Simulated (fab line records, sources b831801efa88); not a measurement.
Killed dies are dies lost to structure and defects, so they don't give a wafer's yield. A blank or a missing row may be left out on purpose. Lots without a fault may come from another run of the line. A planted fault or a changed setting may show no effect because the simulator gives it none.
Which tool did it? | flow sky130 | 11 lots, 33 wafers sampled, at 1 step of a route of 708

WHAT THE GAUGES READ, wafer by wafer
SKY_METAL4_OVL_MEAS_14.
lot  | measured     | on         | METAL4_OVL (nm)
L203 | day 43 02:37 | overlay-02 | -5 -8 -3
L206 | day 43 13:59 | overlay-01 | 4 3 3
L205 | day 43 16:43 | overlay-01 | -11 -2 -5
L207 | day 43 20:08 | overlay-02 | 4 5 12
L209 | day 44 11:31 | overlay-02 | 2 2 3
L212 | day 45 05:51 | overlay-01 | -4 0 -8
L214 | day 45 21:51 | overlay-01 | 2 4 3
L219 | day 46 23:16 | overlay-01 | 1 -4 1
L223 | day 47 17:04 | overlay-02 | -9 -8 -6
L225 | day 48 00:46 | overlay-02 | 11 8 11
L226 | day 48 06:58 | overlay-01 | -7 -12 -6

WHICH TOOL RAN EACH LOT (tool, then ch and the chambers of the sampled wafers, then the start)
The record holds no process step before these readings.

THE ANSWER, worked out from the rows above alone
Rule: what is usual is taken from the lots themselves. Put in order of their means at a reading, lots are off if they are a third of the lots or fewer, leave a main group of 4 or more, and stand apart from it by a gap of 3 or more times the standard deviation of the main group's means; of several such gaps the widest counts. A main group whose means are all the same, to the digits that the tables above print for the reading, isn't used. A lot without any number at a reading at which 4 lots or more have one is off too. The other lots that the step has rows for count as sound.
No lot is off at any reading shown: from this, nothing can be told.

WHAT THE SIMULATOR HAD PUT IN
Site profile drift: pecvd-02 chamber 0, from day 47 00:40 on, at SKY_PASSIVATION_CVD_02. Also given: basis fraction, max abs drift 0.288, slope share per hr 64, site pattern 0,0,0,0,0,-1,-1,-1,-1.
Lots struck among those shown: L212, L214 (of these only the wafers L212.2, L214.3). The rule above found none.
